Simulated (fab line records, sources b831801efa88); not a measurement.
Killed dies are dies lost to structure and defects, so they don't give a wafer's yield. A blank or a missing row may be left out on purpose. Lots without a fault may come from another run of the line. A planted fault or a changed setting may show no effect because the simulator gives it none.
fab line records | flow gf180mcu
record lots=5 wafers=15 last_day=33
route steps=602 shown V1@350 M2@362 V2@382
lots that met no fault: from a run of the same line without faults
start_h: hours from the record's first day to the start of the lot's first wafer shown | wait_h: hours since the lot's step before | " the same as in the row above | L1.1+2: a row that stands for several wafers | - no value, or no start given | * or withheld: withheld | < > ~ a bound
route shown NAME@n: a module of which the file shows steps, and the number in the route of the first | usual: mean/standard deviation of fault-free wafers | same: alike in all rows | chamber/n: place in a boat | sites: the reading at each site | _std_site: their standard deviation | _edge_site: outer sites' mean less inner sites' | radius_mm: how far each site lies from the wafer's centre | mask NAME#n: copy n | behind: the tool/chamber that last shaped the wafer | hold: why the lot was held/for how many hours/how that ended | device: the transistor (n, p or np) that didn't switch | end of line: the same wafers' tests at the end of the route | a step without rows: its recipe alone | killed: dies lost to structure and defects at the first sort, not the wafer's yield | map: a wafer's dies, x killed, . not, _ none there
set.NAME: the setting as run; set.NAME@STEP: as run at that earlier step | model.NAME: the simulator's own value behind a step, which no gauge read
lots at some steps of the route; a table a step, a row a wafer
services: from which hour (start_h, from the record's first day; less than 0 if before it) a tool's chamber was out of use, for how many hours, and why
## steps
# step GF_V1_OVL_MEAS_15
# usual V1_OVL=4/5.8
# columns lot.wafer tool chamber start_h wait_h V1_OVL[nm]
L074.2 overlay-01 - 411.20 0.1 6
L074.5 " - " " 7
L074.6 " - " " 5
L080.2 overlay-01 - 473.35 0.1 5
L080.3 " - " " 8
L080.6 " - " " 9
L079.1 overlay-02 - 474.91 0.1 10
L079.3 " - " " 11
L079.6 " - " " 6
L087.2 overlay-02 - 532.42 0.1 -5
L087.4 " - " " -3
L087.5 " - " " 2
L094.3 overlay-02 - 580.89 0.1 6
L094.4 " - " " 7
L094.5 " - " " 8
# step GF_V1_ETCH_16
# recipe chemistry=N2/H2 target_depth_a=withheld overetch_a=withheld time_s=withheld target=BARC ion_energy_ev=200 source_w=500 bias_w=100 pressure_mtorr=30 n2_flow_sccm=100 h2_flow_sccm=200
# usual drypump_motor_current_A=5.8/0.54 oes_product_au=0.855/0.0048 throttle_valve_pct=13.225/0.0099
# columns lot.wafer tool chamber start_h wait_h drypump_motor_current_A oes_product_au throttle_valve_pct
L074.2 rie_diel-01 3 411.23 0.0 6.3 0.859 13.241
L074.5 " 2 " " 4.7 0.854 13.226
L074.6 " 1 " " 5.1 0.853 13.219
L080.2 rie_diel-01 1 473.38 0.0 5.1 0.861 13.234
L080.3 " 2 " " 4.7 0.850 13.226
L080.6 " 2 " " 4.7 0.867 13.211
L079.1 rie_diel-04 1 474.95 0.0 6.4 0.852 13.228
L079.3 " 2 " " 6.0 0.856 13.221
L079.6 " 2 " " 6.0 0.855 13.242
L087.2 rie_diel-03 2 532.45 0.0 5.4 0.853 13.234
L087.4 " 3 " " 6.3 0.868 13.208
L087.5 " 0 " " 6.0 0.854 13.233
L094.3 rie_diel-04 0 580.92 0.0 5.3 0.851 13.230
L094.4 " 3 " " 6.2 0.849 13.206
L094.5 " 0 " " 5.3 0.865 13.230
# step GF_V1_ETCH_17
# recipe chemistry=C4F8/O2/Ar mask_material=KrF target=SiO2 stop_on=TiN source_w=1500 bias_w=1200 pressure_mtorr=40 c4f8_flow_sccm=withheld O2_flow_sccm=6 Ar_flow_sccm=300 time_s=withheld target_depth_a=6300
# usual oes_product_au=0.856/0.0046
# columns lot.wafer tool chamber start_h wait_h oes_product_au
L074.2 rie_diel-01 3 - - 0.850
L074.5 " 2 " " 0.852
L074.6 " 1 " " 0.858
L080.2 rie_diel-01 1 - - 0.852
L080.3 " 2 " " 0.860
L080.6 " 2 " " 0.859
L079.1 rie_diel-04 1 - - 0.859
L079.3 " 2 " " 0.857
L079.6 " 2 " " 0.856
L087.2 rie_diel-03 2 - - 0.855
L087.4 " 3 " " 0.856
L087.5 " 0 " " 0.851
L094.3 rie_diel-04 0 - - 0.856
L094.4 " 3 " " 0.852
L094.5 " 0 " " 0.859
# step GF_V1_STRIP_18
# recipe chemistry=O2/N2 power_w=1400 pressure_mtorr=1500 platen_temp_c=250 o2_flow_sccm=3000 n2_flow_sccm=300 overash_fraction=0.5
# usual drypump_motor_current_A=5.7/0.5 heater_power_w=345/32 oes_product_au=0.594/0.0052
# columns lot.wafer tool chamber start_h wait_h drypump_motor_current_A heater_power_w oes_product_au rf_hours_counter_h
L074.2 plasma_asher-01 0 411.36 - 5.9 383 0.597 65
L074.5 " 0 " " 5.9 370 0.590 -
L074.6 " 1 " " 4.7 370 0.586 -
L080.2 plasma_asher-01 0 473.51 - 5.9 374 0.592 72
L080.3 " 0 " " 5.9 379 0.595 -
L080.6 " 0 " " 5.9 378 0.598 -
L079.1 plasma_asher-02 0 475.08 - 5.8 379 0.590 5
L079.3 " 0 " " 5.8 377 0.600 -
L079.6 " 1 " " 6.2 304 0.598 -
L087.2 plasma_asher-01 1 532.58 - 4.8 371 0.605 78
L087.4 " 1 " " 4.8 367 0.599 -
L087.5 " 0 " " 5.9 386 0.607 -
L094.3 plasma_asher-02 1 581.08 - 6.2 303 0.582 -
L094.4 " 0 " " 5.8 362 0.594 -
L094.5 " 0 " " 5.9 371 0.591 -
# step GF_V1_STRIP_19
# recipe chemistry=post_etch_residue_remover time_s=1200 temp_c=72.5
# columns lot.wafer tool chamber start_h wait_h
L074.2+5+6 wet_bench-03 0 411.46 0.1
L080.2+3+6 wet_bench-03 3 473.61 0.1
L079.1+3+6 wet_bench-01 3 475.18 0.1
L087.2+4+5 wet_bench-03 3 532.68 0.1
L094.3+4+5 wet_bench-03 2 581.15 0.0
# step GF_V1_CLEAN_20
# recipe chemistry=DIW dry=n2_spin
# columns lot.wafer tool chamber start_h wait_h
L074.2+5+6 wet_bench-02 3 411.83 0.0
L080.2+3+6 wet_bench-01 3 473.98 0.0
L079.1+3+6 wet_bench-02 0 475.86 0.0
L087.2+4+5 wet_bench-01 1 533.02 0.0
L094.3+4+5 wet_bench-01 3 581.52 0.0
# step GF_V1_SPUTTER_21
# recipe material=Ti target_thk_nm=15 chamber_pressure_pa=5 power_w=2500 substrate_temp_c=200 time_s=80.02
# usual substrate_temp_c=199.98/0.18 throttle_valve_pct=30.3/1
# columns lot.wafer tool chamber start_h wait_h substrate_temp_c throttle_valve_pct
L074.2 pvd_sputter-03 - 411.92 0.0 200.16 30.9
L074.5 " - " " 200.15 29.6
L074.6 " - " " 199.94 28.7
L080.2 pvd_sputter-02 - 474.16 0.0 200.09 31.0
L080.3 " - " " 200.14 29.9
L080.6 " - " " 199.89 30.0
L079.1 pvd_sputter-04 - 475.95 0.0 199.94 29.4
L079.3 " - " " 200.25 29.1
L079.6 " - " " 200.40 32.3
L087.2 pvd_sputter-02 - 533.11 0.0 200.19 31.1
L087.4 " - " " 199.76 31.6
L087.5 " - " " 200.13 29.7
L094.3 pvd_sputter-03 - 581.62 0.0 199.70 30.7
L094.4 " - " " 200.17 30.7
L094.5 " - " " 199.73 30.5
# step GF_V1_SPUTTER_22
# recipe material=TiN target_thk_nm=10 chamber_pressure_pa=5 power_w=4000 time_s=40
# usual throttle_valve_pct=30.2/1.1
# columns lot.wafer tool chamber start_h wait_h throttle_valve_pct
L074.2 pvd_sputter-03 - 411.98 0.0 30.6
L074.5 " - " " 29.5
L074.6 " - " " 28.3
L080.2 pvd_sputter-02 - 474.22 0.0 30.9
L080.3 " - " " 29.8
L080.6 " - " " 30.0
L079.1 pvd_sputter-04 - 476.01 0.0 29.7
L079.3 " - " " 29.4
L079.6 " - " " 32.3
L087.2 pvd_sputter-02 - 533.17 0.0 31.1
L087.4 " - " " 31.5
L087.5 " - " " 29.8
L094.3 pvd_sputter-03 - 581.68 0.0 30.4
L094.4 " - " " 30.7
L094.5 " - " " 30.8
# step GF_V1_CVD_23
# recipe material=W target_thk_nm=350 time_s=105.05 temp_c=400 pressure_torr=40
# usual heater_power_w=932/44
# columns lot.wafer tool chamber start_h wait_h heater_power_w
L074.2 cvd_w-02 1 412.02 0.0 898
L074.5 " 0 " " 962
L074.6 " 1 " " 862
L080.2 cvd_w-02 1 474.26 0.0 853
L080.3 " 1 " " 890
L080.6 " 0 " " 1000
L079.1 cvd_w-01 1 476.05 0.0 946
L079.3 " 1 " " 981
L079.6 " 1 " " 973
L087.2 cvd_w-01 1 533.22 0.0 967
L087.4 " 1 " " 963
L087.5 " 0 " " 933
L094.3 cvd_w-01 1 581.76 0.1 968
L094.4 " 0 " " 956
L094.5 " 0 " " 954
# step GF_V1_RS_MEAS_24
# recipe thk_meas_gauge=four-point-probe reads=W_of_V1_CVD_23+TiN_of_V1_SPUTTER_22+Ti_of_V1_SPUTTER_21
# usual V1_W_RS=0.329/0.0037
# columns lot.wafer tool chamber start_h wait_h V1_W_RS[ohm/sq]
L074.2 film_metro-02 - 412.16 0.1 0.333
L074.5 " - " " 0.326
L074.6 " - " " 0.334
L080.2 film_metro-02 - 474.40 0.1 0.341
L080.3 " - " " 0.335
L080.6 " - " " 0.337
L079.1 film_metro-04 - 476.16 0.1 0.334
L079.3 " - " " 0.333
L079.6 " - " " 0.331
L087.2 film_metro-04 - 533.35 0.1 0.333
L087.4 " - " " 0.332
L087.5 " - " " 0.329
L094.3 film_metro-04 - 581.87 0.1 0.330
L094.4 " - " " 0.331
L094.5 " - " " 0.322
# step GF_V1_THK_MEAS_25
# recipe thk_meas_gauge=xrf reads=W_of_V1_CVD_23
# usual V1_W_THK=365/5.5
# columns lot.wafer tool chamber start_h wait_h V1_W_THK[nm]
L074.2 film_metro-02 - 412.27 0.1 362
L074.5 " - " " 369
L074.6 " - " " 360
L080.2 film_metro-02 - 474.51 0.1 352
L080.3 " - " " 356
L080.6 " - " " 355
L079.1 film_metro-04 - 476.28 0.1 357
L079.3 " - " " 359
L079.6 " - " " 358
L087.2 film_metro-04 - 533.46 0.1 352
L087.4 " - " " 354
L087.5 " - " " 359
L094.3 film_metro-04 - 581.97 0.1 360
L094.4 " - " " 361
L094.5 " - " " 371
# step GF_V1_CMP_26
# recipe stop_on=SiO2 down_force_psi=3.5 platen_rpm=60 t_overpolish_s=15 target_thk_nm=0 pad_velocity_m_s=0.94248
# usual motor_current_A=10.5/0.8 overpolish_run_s=14.999/0.0096 retaining_ring_pressure_frac=1.001/0.0051 slurry_flow_ml_min=150.0/0.44 time_to_endpoint_s=86/6.3
# columns lot.wafer tool chamber start_h wait_h motor_current_A overpolish_run_s retaining_ring_pressure_frac slurry_flow_ml_min time_to_endpoint_s
L074.2 cmp-02 2 412.32 0.0 11.0 15.030 0.999 149.8 84
L074.5 " 2 " " 11.1 15.014 1.004 149.7 86
L074.6 " 3 " " 11.2 15.019 1.001 149.9 90
L080.2 cmp-01 2 474.56 0.0 8.9 15.014 1.004 150.3 83
L080.3 " 3 " " 10.9 15.000 0.999 150.0 79
L080.6 " 3 " " 10.9 15.009 0.998 150.1 79
L079.3 cmp-02 1 476.39 0.1 10.4 15.004 1.003 148.8 75
L079.1 " 3 " " 11.3 14.988 1.002 150.1 94
L079.6 " 0 " " 9.5 14.988 1.004 150.6 80
L087.4 cmp-01 2 533.56 0.1 9.2 14.992 1.004 150.6 87
L087.2 " 0 " " 9.3 15.004 1.005 150.5 91
L087.5 " 2 " " 9.6 15.003 1.002 150.3 87
L094.4 cmp-01 3 582.06 0.1 11.5 15.008 1.007 149.8 80
L094.3 " 0 " " 9.4 15.018 1.002 149.8 93
L094.5 " 2 " " 10.2 15.007 0.994 149.7 89
# step GF_M2_SPUTTER_00
# recipe material=Ti target_thk_nm=37.5 arriving_ion_energy_ev=80 substrate_temp_c=200 chamber_pressure_pa=2 power_w=4000 time_s=150
# usual substrate_temp_c=199.98/0.15 throttle_valve_pct=29.6/1
# columns lot.wafer tool chamber start_h wait_h substrate_temp_c throttle_valve_pct
L074.2 pvd_sputter-04 - 412.62 0.2 200.03 29.0
L074.5 " - " " 199.95 32.3
L074.6 " - " " 200.04 29.7
L080.2 pvd_sputter-03 - 474.86 0.2 200.22 30.6
L080.3 " - " " 200.15 30.5
L080.6 " - " " 200.16 28.8
L079.1 pvd_sputter-03 - 476.64 0.1 199.80 30.3
L079.3 " - " " 199.95 30.5
L079.6 " - " " 200.01 30.5
L087.2 pvd_sputter-01 - 533.81 0.1 200.03 28.2
L087.4 " - " " 200.07 28.1
L087.5 " - " " 199.71 29.6
L094.3 pvd_sputter-03 - 582.31 0.1 200.12 30.6
L094.4 " - " " 200.14 30.7
L094.5 " - " " 200.29 29.6
# step GF_M2_SPUTTER_01
# recipe material=TiN target_thk_nm=30 power_w=6500 time_s=25 chamber_pressure_pa=0.4
# usual throttle_valve_pct=29.6/1
# columns lot.wafer tool chamber start_h wait_h throttle_valve_pct
L074.2 pvd_sputter-04 - 412.72 0.1 29.1
L074.5 " - " " 32.3
L074.6 " - " " 29.8
L080.2 pvd_sputter-03 - 474.96 0.1 30.5
L080.3 " - " " 30.8
L080.6 " - " " 29.0
L079.1 pvd_sputter-03 - 476.74 0.1 30.5
L079.3 " - " " 30.8
L079.6 " - " " 30.7
L087.2 pvd_sputter-01 - 533.91 0.1 28.0
L087.4 " - " " 28.3
L087.5 " - " " 29.5
L094.3 pvd_sputter-03 - 582.41 0.1 30.3
L094.4 " - " " 30.6
L094.5 " - " " 29.5
# step GF_M2_SPUTTER_02
# recipe material=AlCu target_thk_nm=450 power_w=10600 time_s=23.9 chamber_pressure_pa=0.4
# usual throttle_valve_pct=29.6/1
# columns lot.wafer tool chamber start_h wait_h throttle_valve_pct
L074.2 pvd_sputter-04 - 412.75 0.0 29.0
L074.5 " - " " 32.3
L074.6 " - " " 29.5
L080.2 pvd_sputter-03 - 474.99 0.0 30.5
L080.3 " - " " 31.0
L080.6 " - " " 28.9
L079.1 pvd_sputter-03 - 476.77 0.0 30.7
L079.3 " - " " 30.8
L079.6 " - " " 30.5
L087.2 pvd_sputter-01 - 533.94 0.0 28.0
L087.4 " - " " 27.8
L087.5 " - " " 29.5
L094.3 pvd_sputter-03 - 582.44 0.0 30.6
L094.4 " - " " 30.8
L094.5 " - " " 29.6
# step GF_M2_SPUTTER_03
# recipe material=Ti target_thk_nm=10 substrate_temp_c=300 chamber_pressure_pa=0.3 power_w=3000 time_s=6.7
# usual substrate_temp_c=299.97/0.18 throttle_valve_pct=29.6/1
# columns lot.wafer tool chamber start_h wait_h substrate_temp_c throttle_valve_pct
L074.2 pvd_sputter-04 - 412.78 0.0 299.99 28.9
L074.5 " - " " 299.75 32.2
L074.6 " - " " 300.12 29.7
L080.2 pvd_sputter-03 - 475.02 0.0 299.84 30.3
L080.3 " - " " 299.95 30.6
L080.6 " - " " 299.51 28.7
L079.1 pvd_sputter-03 - 476.80 0.0 300.28 30.6
L079.3 " - " " 300.02 30.7
L079.6 " - " " 299.80 30.5
L087.2 pvd_sputter-01 - 533.97 0.0 299.97 28.3
L087.4 " - " " 299.88 27.8
L087.5 " - " " 300.30 29.6
L094.3 pvd_sputter-03 - 582.47 0.0 300.27 30.6
L094.4 " - " " 300.27 30.5
L094.5 " - " " 299.97 29.7
# step GF_M2_SPUTTER_04
# recipe material=TiN target_thk_nm=50 power_w=6500 time_s=41.7 chamber_pressure_pa=0.4
# usual throttle_valve_pct=29.6/1
# columns lot.wafer tool chamber start_h wait_h throttle_valve_pct
L074.2 pvd_sputter-04 - 412.80 0.0 29.0
L074.5 " - " " 32.3
L074.6 " - " " 29.5
L080.2 pvd_sputter-03 - 475.04 0.0 30.6
L080.3 " - " " 31.0
L080.6 " - " " 28.8
L079.1 pvd_sputter-03 - 476.82 0.0 30.6
L079.3 " - " " 30.5
L079.6 " - " " 30.5
L087.2 pvd_sputter-01 - 533.99 0.0 28.4
L087.4 " - " " 27.8
L087.5 " - " " 29.5
L094.3 pvd_sputter-03 - 582.49 0.0 30.4
L094.4 " - " " 30.8
L094.5 " - " " 29.6
# step GF_M2_RS_MEAS_05
# recipe thk_meas_gauge=four-point-probe reads=TiN_of_M2_SPUTTER_04+Ti_of_M2_SPUTTER_03+AlCu_of_M2_SPUTTER_02+TiN_of_M2_SPUTTER_01+Ti_of_M2_SPUTTER_00
# usual M2_ALCU_RS=0.0693/0.001
# columns lot.wafer tool chamber start_h wait_h M2_ALCU_RS[ohm/sq]
L074.2 film_metro-02 - 412.86 0.0 0.0692
L074.5 " - " " 0.0700
L074.6 " - " " 0.0704
L080.2 film_metro-03 - 475.10 0.0 0.0676
L080.3 " - " " 0.0665
L080.6 " - " " 0.0683
L079.1 film_metro-03 - 476.86 0.0 0.0682
L079.3 " - " " 0.0676
L079.6 " - " " 0.0686
L087.2 film_metro-02 - 534.05 0.0 0.0702
L087.4 " - " " 0.0705
L087.5 " - " " 0.0698
L094.3 film_metro-01 - 582.57 0.1 0.0689
L094.4 " - " " 0.0683
L094.5 " - " " 0.0705
# step GF_M2_THK_MEAS_06
# recipe thk_meas_gauge=xrf reads=AlCu_of_M2_SPUTTER_02
# usual M2_ALCU_THK=448/7.3
# columns lot.wafer tool chamber start_h wait_h M2_ALCU_THK[nm]
L074.2 film_metro-02 - 412.97 0.1 446
L074.5 " - " " 444
L074.6 " - " " 444
L080.2 film_metro-03 - 475.21 0.1 458
L080.3 " - " " 468
L080.6 " - " " 455
L079.1 film_metro-03 - 476.98 0.1 455
L079.3 " - " " 459
L079.6 " - " " 452
L087.2 film_metro-02 - 534.16 0.1 444
L087.4 " - " " 445
L087.5 " - " " 447
L094.3 film_metro-01 - 582.67 0.1 449
L094.4 " - " " 453
L094.5 " - " " 444
# step GF_M2_DEHYDRATE_07
# recipe temp_c=200 time_s=60
# usual resist_line_temp_C=23.01/0.11
# columns lot.wafer tool chamber start_h wait_h resist_line_temp_C
L074.2 litho_track-02 0 424.02 11.0 23.15
L074.5 " 0 " " 22.95
L074.6 " 0 " " 23.03
L080.2 litho_track-02 0 486.42 11.2 23.13
L080.3 " 0 " " 23.14
L080.6 " 0 " " 23.17
L079.1 litho_track-02 0 487.94 10.9 23.00
L079.3 " 0 " " 23.00
L079.6 " 0 " " 22.99
L087.2 litho_track-02 0 545.01 10.8 22.98
L087.4 " 0 " " 23.13
L087.5 " 0 " " 23.10
L094.3 litho_track-01 0 592.52 9.8 22.88
L094.4 " 0 " " 23.22
L094.5 " 0 " " 23.05
# step GF_M2_HMDS_08
# recipe prime_time_s=60 prime_temp_c=120
# usual resist_line_temp_C=23.02/0.094
# columns lot.wafer tool chamber start_h wait_h resist_line_temp_C
L074.2 litho_track-02 0 424.17 0.1 22.98
L074.5 " 0 " " 23.05
L074.6 " 0 " " 23.06
L080.2 litho_track-02 0 486.57 0.1 22.86
L080.3 " 0 " " 22.73
L080.6 " 0 " " 22.87
L079.1 litho_track-02 0 488.09 0.1 22.92
L079.3 " 0 " " 22.95
L079.6 " 0 " " 22.96
L087.2 litho_track-02 0 545.16 0.1 23.04
L087.4 " 0 " " 23.03
L087.5 " 0 " " 23.12
L094.3 litho_track-01 0 592.67 0.1 23.07
L094.4 " 0 " " 23.11
L094.5 " 0 " " 23.17
# step GF_M2_COAT_09
# recipe resist=KrF spin_rpm=withheld resist_thk_nm=1000
# usual resist_line_temp_C=22.97/0.11
# columns lot.wafer tool chamber start_h wait_h resist_line_temp_C
L074.2 litho_track-02 0 424.32 0.1 23.19
L074.5 " 0 " " 23.11
L074.6 " 0 " " 23.19
L080.2 litho_track-02 0 486.72 0.1 23.03
L080.3 " 0 " " 22.90
L080.6 " 0 " " 23.03
L079.1 litho_track-02 0 488.24 0.1 22.98
L079.3 " 0 " " 22.89
L079.6 " 0 " " 22.80
L087.2 litho_track-02 0 545.31 0.1 22.87
L087.4 " 0 " " 22.92
L087.5 " 0 " " 22.86
L094.3 litho_track-01 0 592.82 0.1 22.91
L094.4 " 0 " " 22.96
L094.5 " 0 " " 22.82
# step GF_M2_SOFTBAKE_10
# recipe temp_c=130 time_s=60 resist=KrF
# usual resist_line_temp_C=23.00/0.11
# columns lot.wafer tool chamber start_h wait_h resist_line_temp_C
L074.2 litho_track-02 0 424.47 0.1 23.00
L074.5 " 0 " " 23.15
L074.6 " 0 " " 23.10
L080.2 litho_track-02 0 486.87 0.1 23.01
L080.3 " 0 " " 23.06
L080.6 " 0 " " 22.94
L079.1 litho_track-02 0 488.39 0.1 23.03
L079.3 " 0 " " 23.14
L079.6 " 0 " " 23.16
L087.2 litho_track-02 0 545.46 0.1 22.95
L087.4 " 0 " " 23.00
L087.5 " 0 " " 22.89
L094.3 litho_track-01 0 592.97 0.1 22.92
L094.4 " 0 " " 22.88
L094.5 " 0 " " 22.93
# step GF_M2_EXPOSE_11
# recipe mask_id=Metal2 target_cd_nm=280 na=0.68 source_shape=conventional sigma_outer=0.6 dose_mj=28
# columns lot.wafer tool chamber start_h wait_h mask
L074.2+5+6 krf_scanner-01 0 - - Metal2#0
L080.2+3+6 krf_scanner-02 0 - - Metal2#0
L079.1+3+6 krf_scanner-02 0 - - Metal2#0
L087.2+4+5 krf_scanner-02 0 - - Metal2#0
L094.3+4+5 krf_scanner-02 0 - - Metal2#0
# step GF_M2_PEB_12
# recipe peb_temp_c=135 peb_time_s=90 resist=KrF
# usual resist_line_temp_C=23.02/0.12
# columns lot.wafer tool chamber start_h wait_h resist_line_temp_C
L074.2 litho_track-02 0 - - 23.01
L074.5 " 0 " " 23.01
L074.6 " 0 " " 22.93
L080.2 litho_track-03 0 - - 23.04
L080.3 " 0 " " 23.18
L080.6 " 0 " " 22.95
L079.1 litho_track-03 0 - - 22.92
L079.3 " 0 " " 22.90
L079.6 " 0 " " 23.07
L087.2 litho_track-03 0 - - 22.92
L087.4 " 0 " " 22.88
L087.5 " 0 " " 22.85
L094.3 litho_track-02 0 - - 22.99
L094.4 " 0 " " 23.06
L094.5 " 0 " " 22.97
# step GF_M2_DEVELOP_13
# recipe develop_time_s=60 dev_temp_c=21
# usual resist_line_temp_C=23.04/0.12
# columns lot.wafer tool chamber start_h wait_h resist_line_temp_C
L074.2 litho_track-02 0 436.67 0.2 23.07
L074.5 " 0 " " 23.17
L074.6 " 0 " " 23.20
L080.2 litho_track-03 0 498.79 0.2 22.92
L080.3 " 0 " " 22.94
L080.6 " 0 " " 22.87
L079.1 litho_track-03 0 500.21 0.2 23.05
L079.3 " 0 " " 23.01
L079.6 " 0 " " 23.12
L087.2 litho_track-03 0 556.24 0.2 22.82
L087.4 " 0 " " 22.82
L087.5 " 0 " " 23.05
L094.3 litho_track-02 0 603.24 0.1 22.95
L094.4 " 0 " " 23.10
L094.5 " 0 " " 23.14
# step GF_M2_CD_MEAS_14
# recipe target_cd_nm=280
# usual cd_nm=280.3/1.3
# columns lot.wafer tool chamber start_h wait_h cd_nm
L074.2 cd_sem-01 - 436.81 0.1 283.0
L074.5 " - " " 282.3
L074.6 " - " " 282.2
L080.2 cd_sem-02 - 498.93 0.1 278.2
L080.3 " - " " 279.4
L080.6 " - " " 280.0
L079.1 cd_sem-01 - 500.36 0.1 278.4
L079.3 " - " " 278.8
L079.6 " - " " 277.9
L087.2 cd_sem-01 - 556.38 0.1 281.0
L087.4 " - " " 280.4
L087.5 " - " " 280.9
L094.3 cd_sem-01 - 603.38 0.1 278.5
L094.4 " - " " 277.3
L094.5 " - " " 278.1
# step GF_M2_OVL_MEAS_15
# usual M2_OVL=3/5.7
# columns lot.wafer tool chamber start_h wait_h M2_OVL[nm]
L074.2 overlay-01 - 436.92 0.1 5
L074.5 " - " " 1
L074.6 " - " " 9
L080.2 overlay-02 - 499.04 0.1 -3
L080.3 " - " " 1
L080.6 " - " " 0
L079.1 overlay-02 - 500.48 0.1 2
L079.3 " - " " -3
L079.6 " - " " 1
L087.2 overlay-01 - 556.49 0.1 -1
L087.4 " - " " 2
L087.5 " - " " 0
L094.3 overlay-02 - 603.47 0.1 3
L094.4 " - " " 8
L094.5 " - " " -2
# step GF_M2_METAL_ETCH_16
# recipe chemistry=Cl2/BCl3 mask_material=KrF target_depth_nm=627.5 stop_on=SiO2 pressure_mtorr=8 icp_w=800 bias_w=140 Cl2_flow_sccm=80 bcl3_flow_sccm=40 time_s=104.6
# usual drypump_motor_current_A=5.7/0.33 oes_product_au=0.973/0.0075 throttle_valve_pct=28.248/0.01
# columns lot.wafer tool chamber start_h wait_h drypump_motor_current_A oes_product_au rf_hours_counter_h throttle_valve_pct
L074.2 rie_metal-03 1 436.95 0.0 6.1 0.976 2 28.247
L074.5 " 1 " " 6.1 0.973 - 28.259
L074.6 " 0 " " 5.5 0.960 - 28.262
L080.2 rie_metal-01 1 499.07 0.0 5.3 0.981 5 28.244
L080.3 " 1 " " 5.3 0.992 - 28.245
L080.6 " 0 " " 5.4 0.974 - 28.239
L079.1 rie_metal-03 1 500.52 0.0 6.1 0.990 3 28.232
L079.3 " 0 " " 5.5 0.972 - 28.245
L079.6 " 0 " " 5.5 0.976 - 28.245
L087.2 rie_metal-04 0 556.52 0.0 5.5 0.971 3 28.255
L087.4 " 0 " " 5.5 0.965 - 28.237
L087.5 " 1 " " 6.1 0.969 - 28.256
L094.3 rie_metal-01 1 603.53 0.1 5.3 0.979 - 28.250
L094.4 " 0 " " 5.4 0.984 - 28.244
L094.5 " 0 " " 5.4 0.972 - 28.243
# step GF_M2_STRIP_17
# recipe chemistry=O2/N2 power_w=1400 pressure_mtorr=1500 platen_temp_c=250 o2_flow_sccm=3000 n2_flow_sccm=300 overash_fraction=0.5
# usual drypump_motor_current_A=5.8/0.37 heater_power_w=336/30 oes_product_au=0.557/0.0049 strip_time_to_endpoint_s=7.89/0.056
# columns lot.wafer tool chamber start_h wait_h drypump_motor_current_A heater_power_w oes_product_au rf_hours_counter_h strip_time_to_endpoint_s
L074.2 plasma_asher-02 0 437.06 0.1 5.8 377 0.562 1 7.87
L074.5 " 0 " " 5.8 369 0.558 - 7.90
L074.6 " 1 " " 6.2 298 0.558 - 7.97
L080.2 plasma_asher-04 1 499.18 0.1 6.1 311 0.558 85 7.96
L080.3 " 1 " " 6.1 309 0.556 - 7.95
L080.6 " 0 " " 5.2 337 0.560 - 8.01
L079.1 plasma_asher-02 1 500.63 0.1 6.2 302 0.555 7 7.90
L079.3 " 0 " " 5.8 379 0.550 - 7.90
L079.6 " 0 " " 5.8 382 0.561 - 7.91
L087.2 plasma_asher-04 0 556.63 0.1 5.2 350 0.554 91 7.84
L087.4 " 1 " " 6.1 302 0.560 - 7.83
L087.5 " 0 " " 5.2 336 0.568 - 8.01
L094.3 plasma_asher-04 0 603.64 0.1 5.2 350 0.560 - 7.86
L094.4 " 1 " " 6.0 309 0.554 - 7.90
L094.5 " 1 " " 6.1 302 0.556 - 7.88
# step GF_M2_STRIP_18
# recipe chemistry=post_etch_residue_remover time_s=1200 temp_c=72.5
# columns lot.wafer tool chamber start_h wait_h
L074.2+5+6 wet_bench-04 0 437.16 0.1
L080.2+3+6 wet_bench-01 3 499.28 0.1
L079.1+3+6 wet_bench-02 1 500.73 0.1
L087.2+4+5 wet_bench-04 1 556.73 0.1
L094.3+4+5 wet_bench-04 3 603.71 0.0
# step GF_M2_CLEAN_19
# recipe chemistry=DIW dry=n2_spin
# columns lot.wafer tool chamber start_h wait_h
L074.2+5+6 wet_bench-01 0 437.50 0.0
L080.2+3+6 wet_bench-02 1 499.62 0.0
L079.1+3+6 wet_bench-04 0 501.41 0.0
L087.2+4+5 wet_bench-01 1 557.10 0.0
L094.3+4+5 wet_bench-01 2 604.05 0.0
# step GF_V2_CVD_00
# recipe material=SiO2 target_thk_nm=600 sigma_open_frac=0.3 temp_c=400 time_s=100 sih4_flow_sccm=60 pressure_mtorr=6
# usual sih4_flow_sccm=60.01/0.19
# columns lot.wafer tool chamber start_h wait_h sih4_flow_sccm
L074.2 hdpcvd-02 2 437.59 0.0 59.58
L074.5 " 1 " " 60.25
L074.6 " 2 " " 59.82
L080.2 hdpcvd-01 1 499.81 0.0 60.03
L080.3 " 2 " " 59.98
L080.6 " 2 " " 60.05
L079.1 hdpcvd-02 2 501.51 0.0 59.97
L079.3 " 0 " " 59.84
L079.6 " 1 " " 60.11
L087.2 hdpcvd-01 0 557.21 0.0 60.29
L087.4 " 1 " " 60.01
L087.5 " 0 " " 59.96
L094.3 hdpcvd-01 2 604.15 0.0 60.05
L094.4 " 2 " " 60.22
L094.5 " 1 " " 60.00
# step GF_V2_THK_MEAS_01
# recipe reads=SiO2_of_V2_CVD_00
# usual V2_CVD_00_THK=597/6.5
# columns lot.wafer tool chamber start_h wait_h V2_CVD_00_THK[nm]
L074.2 film_metro-04 - 437.67 0.0 592
L074.5 " - " " 596
L074.6 " - " " 588
L080.2 film_metro-01 - 499.89 0.0 598
L080.3 " - " " 605
L080.6 " - " " 608
L079.1 film_metro-03 - 501.58 0.0 603
L079.3 " - " " 601
L079.6 " - " " 604
L087.2 film_metro-04 - 557.29 0.0 591
L087.4 " - " " 607
L087.5 " - " " 599
L094.3 film_metro-03 - 604.24 0.1 602
L094.4 " - " " 604
L094.5 " - " " 602
## services
# columns tool chamber start_h hours kind
krf_scanner-02 - 395.54 1.0 pm
rie_diel-04 1 404.34 16.2 repair
pvd_sputter-01 - 404.55 2.6 repair
plasma_asher-02 - 421.25 9.0 pm
krf_scanner-02 - 424.91 10.3 repair
rie_diel-04 - 428.38 1.8 repair
rie_diel-04 2 441.74 6.2 repair
pvd_sputter-02 - 466.08 6.5 repair
krf_scanner-02 - 478.02 4.4 pm
pvd_sputter-04 - 508.53 3.4 repair
wet_bench-04 - 508.61 3.7 repair
krf_scanner-02 - 513.06 1.4 repair
wet_bench-03 - 514.10 1.4 repair
pvd_sputter-03 - 522.53 13.6 repair
krf_scanner-02 - 546.91 0.8 pm
krf_scanner-02 - 547.66 1.3 pm
rie_diel-04 0 551.92 5.3 repair
krf_scanner-02 - 564.54 1.0 pm
rie_diel-01 - 568.75 0.9 repair
pvd_sputter-04 - 569.29 9.8 repair
pvd_sputter-04 - 575.54 103.3 repair
pvd_sputter-04 - 580.15 2.5 repair
pvd_sputter-01 - 581.00 3.0 repair
rie_diel-01 1 581.69 7.1 repair
## key
fault none
